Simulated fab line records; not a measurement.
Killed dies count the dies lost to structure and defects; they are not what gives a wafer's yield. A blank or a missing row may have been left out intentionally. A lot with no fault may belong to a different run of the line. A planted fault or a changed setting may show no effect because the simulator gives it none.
Which tool did it?    flow sky130    42 wafers from 14 lots sampled at 3 of the route's 708 steps

== WHAT EACH GAUGE READ, for each wafer ==
SKY_SD_N_RS_MEAS_17: measurement is done with a four-point probe. Usual: for SD_P_RS the level is 147.2 ohm/sq and the standard deviation is 0.42.
lot   measured      on             SD_P_RS (ohm/sq)   flag
L208  day 27 14:03  film-metro-04  147.5 147.0 147.0  
L209  day 28 00:52  film-metro-01  147.7 147.8 147.6  
L210  day 28 19:16  film-metro-01  147.2 147.0 147.5  
L213  day 29 13:47  film-metro-04  149.3 149.2 148.8  OFF
L214  day 30 05:54  film-metro-03  148.9 148.2 148.6  OFF
L220  day 32 06:46  film-metro-04  146.7 146.6 146.4  
L222  day 32 16:52  film-metro-03  147.1 147.5 146.9  
L223  day 32 19:41  film-metro-03  147.0 147.2 147.8  
L224  day 33 03:35  film-metro-01  148.1 147.5 147.6  
L225  day 33 13:37  film-metro-04  146.6 146.6 147.3  
L227  day 34 04:01  film-metro-04  146.2 146.6 146.8  
L228  day 34 14:24  film-metro-04  146.9 146.5 147.2  
L230  day 35 11:30  film-metro-01  147.4 147.7 147.4  
L231  day 36 01:36  film-metro-04  146.7 146.6 146.9  

== WHAT TOOL EACH LOT RAN ON (gives the tool, then ch and the chambers of the sampled wafers, and finally the start) ==
lot   SKY_SD_P_IMPLANT_09              SKY_SD_P_STRIP_10
L208  implanter-04 ch 0, day 25 02:01  plasma-asher-03 ch 0,1, day 25 02:10
L209  implanter-04 ch 0, day 25 13:25  plasma-asher-02 ch 0,1, day 25 13:34
L210  implanter-04 ch 0, day 26 08:23  plasma-asher-01 ch 0,1, day 26 08:30
L213  implanter-04 ch 0, day 27 04:14  plasma-asher-02 ch 0,1, day 27 04:21
L214  implanter-04 ch 0, day 27 20:40  plasma-asher-02 ch 0,1, day 27 20:49
L220  implanter-01 ch 0, day 29 23:02  plasma-asher-02 ch 0,1, day 29 23:09
L222  implanter-04 ch 0, day 30 09:30  plasma-asher-01 ch 0,1, day 30 09:37
L223  implanter-02 ch 0, day 30 11:59  plasma-asher-02 ch 1, day 30 12:06
L224  implanter-01 ch 0, day 30 20:32  plasma-asher-01 ch 0,1, day 30 20:39
L225  implanter-04 ch 0, day 31 06:28  plasma-asher-01 ch 0,1, day 31 06:37
L227  implanter-02 ch 0, day 31 20:33  plasma-asher-02 ch 0,1, day 31 20:42
L228  implanter-04 ch 0, day 32 08:00  plasma-asher-02 ch 0,1, day 32 08:08
L230  implanter-02 ch 0, day 33 06:27  plasma-asher-02 ch 0,1, day 33 06:36
L231  implanter-04 ch 0, day 33 20:28  plasma-asher-01 ch 0,1, day 33 20:37
- SKY_SD_P_IMPLANT_09
- SKY_SD_P_STRIP_10: strips in O2/N2.

== AS READ BY THE TOOLS THEMSELVES (means over the sampled wafers that have a number; for cases with no such wafer, the mark the record gives instead) ==
SKY_SD_P_IMPLANT_09. Usual: beam-on-s at 14.2 s, with a standard deviation of 0.37.
lot   tool          beam-on-s (s)  flag
L208  implanter-04  14.4           
L209  implanter-04  14.5           
L210  implanter-04  14.4           
L213  implanter-04  14.1           
L214  implanter-04  14.6           
L220  implanter-01  14.3           
L222  implanter-04  14.3           
L223  implanter-02  13.9           
L224  implanter-01  14.0           
L225  implanter-04  14.0           
L227  implanter-02  13.7           
L228  implanter-04  14.3           
L230  implanter-02  13.8           
L231  implanter-04  14.2           

SKY_SD_P_STRIP_10. Usual: drypump-motor-current-A 5.8 A, standard deviation 0.44; oes-product-au 0.618 a.u., standard deviation 0.0046; strip-time-to-endpoint-s 17.48 s, standard deviation 0.044.
lot   tool             drypump-motor-current-A (A)  oes-product-au (a.u.)  strip-time-to-endpoint-s (s)  flag
L208  plasma-asher-03  6.1                          0.616                  17.56                         
L209  plasma-asher-02  5.6                          0.612                  17.47                         
L210  plasma-asher-01  5.8                          0.619                  17.46                         
L213  plasma-asher-02  5.6                          0.623                  17.35                         
L214  plasma-asher-02  5.8                          0.624                  17.31                         OFF
L220  plasma-asher-02  5.8                          0.619                  17.49                         
L222  plasma-asher-01  5.8                          0.614                  17.51                         
L223  plasma-asher-02  5.5                          0.622                  17.44                         
L224  plasma-asher-01  5.4                          0.613                  17.45                         
L225  plasma-asher-01  5.4                          0.614                  17.45                         
L227  plasma-asher-02  5.6                          0.616                  17.45                         
L228  plasma-asher-02  5.8                          0.615                  17.43                         
L230  plasma-asher-02  5.6                          0.620                  17.43                         
L231  plasma-asher-01  5.8                          0.618                  17.53                         

== THE ANSWER, worked out from the rows above alone ==
Rule: a lot is off if the mean of its wafers that have a number lies more than 3 standard deviations from the usual mean. Also off: a lot with no number at a reading for which 4 or more lots have one. The other lots that the step has rows for count as sound. First the gauges in route order, then the tools' own readings, where a lot's mean is used as printed above. At the first step where some lot is off, the reading lying furthest off is the one used; lots without a number count as furthest.
Off: L213, L214, at SKY_SD_N_RS_MEAS_17 (SD_P_RS).
A tool fits if, at a process step before that reading, it ran every lot that is off, and no sound lot after the first of them. The gauges at SKY_SD_N_RS_MEAS_17 are tried like those tools. Not one of the candidates tried fits.

== WHAT THE SIMULATOR PUT IN ==
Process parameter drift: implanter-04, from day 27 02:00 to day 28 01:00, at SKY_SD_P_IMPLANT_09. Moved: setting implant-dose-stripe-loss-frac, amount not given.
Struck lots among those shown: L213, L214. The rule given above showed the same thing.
